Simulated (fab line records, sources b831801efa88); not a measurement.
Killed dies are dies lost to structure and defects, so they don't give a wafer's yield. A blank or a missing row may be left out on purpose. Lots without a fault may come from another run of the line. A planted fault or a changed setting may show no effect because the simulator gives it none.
Which tool did it? | flow gf180mcu | 6 lots, 18 wafers sampled, at 4 steps of a route of 602

WHAT THE GAUGES READ, wafer by wafer
GF_V5_CD_MEAS_14: target cd 260 nm.
lot  | measured     | on        | cd_nm (nm)
L653 | day 27 19:46 | cd_sem-02 | 260.1 259.1 259.6
L654 | day 28 08:44 | cd_sem-02 | 261.5 261.7 261.9
L659 | day 29 14:38 | cd_sem-02 | 257.4 258.8 258.9
L666 | day 31 16:52 | cd_sem-01 | 263.8 264.3 264.3
L672 | day 32 19:32 | cd_sem-01 | 262.0 261.1 261.8
L675 | day 33 19:07 | cd_sem-02 | 259.2 258.3 257.9

WHICH TOOL RAN EACH LOT (tool, then ch and the chambers of the sampled wafers, then the start)
lot  | GF_MIM_SPUTTER_04            | GF_V5_CVD_02                    | GF_V5_PEB_12
L653 | pvd_sputter-01, day 25 03:13 | pecvd-04 ch 0,1,2, day 26 23:25 | litho_track-04 ch 0, day 27 19:26
L654 | pvd_sputter-02, day 25 16:40 | pecvd-03 ch 0,2, day 27 11:38   | litho_track-02 ch 0, day 28 08:24
L659 | pvd_sputter-02, day 27 00:57 | pecvd-02 ch 0,2, day 28 19:02   | litho_track-02 ch 0, day 29 14:18
L666 | pvd_sputter-01, day 29 07:49 | pecvd-04 ch 0,1,2, day 30 22:35 | litho_track-04 ch 0, day 31 16:33
L672 | pvd_sputter-02, day 30 14:39 | pecvd-02 ch 0,1,2, day 32 02:25 | litho_track-02 ch 0, day 32 19:12
L675 | pvd_sputter-02, day 31 17:37 | pecvd-03 ch 0,1,2, day 33 02:57 | litho_track-02 ch 0, day 33 18:46
- GF_MIM_SPUTTER_04: material TiN, target thk 50 nm, time 41.7 s.
- GF_V5_CVD_02: deposits SiO2 from TEOS, target thk 1450 nm, time 163.28 s.
- GF_V5_PEB_12: peb time 90 s.

THE ANSWER, worked out from the rows above alone
Rule: what is usual is taken from the lots themselves. Put in order of their means at a reading, lots are off if they are a third of the lots or fewer, leave a main group of 4 or more, and stand apart from it by a gap of 3 or more times the standard deviation of the main group's means; of several such gaps the widest counts. A main group whose means are all the same, to the digits that the tables above print for the reading, isn't used. A lot without any number at a reading at which 4 lots or more have one is off too. The other lots that the step has rows for count as sound.
No lot is off at any reading shown: from this, nothing can be told.

WHAT THE SIMULATOR HAD PUT IN
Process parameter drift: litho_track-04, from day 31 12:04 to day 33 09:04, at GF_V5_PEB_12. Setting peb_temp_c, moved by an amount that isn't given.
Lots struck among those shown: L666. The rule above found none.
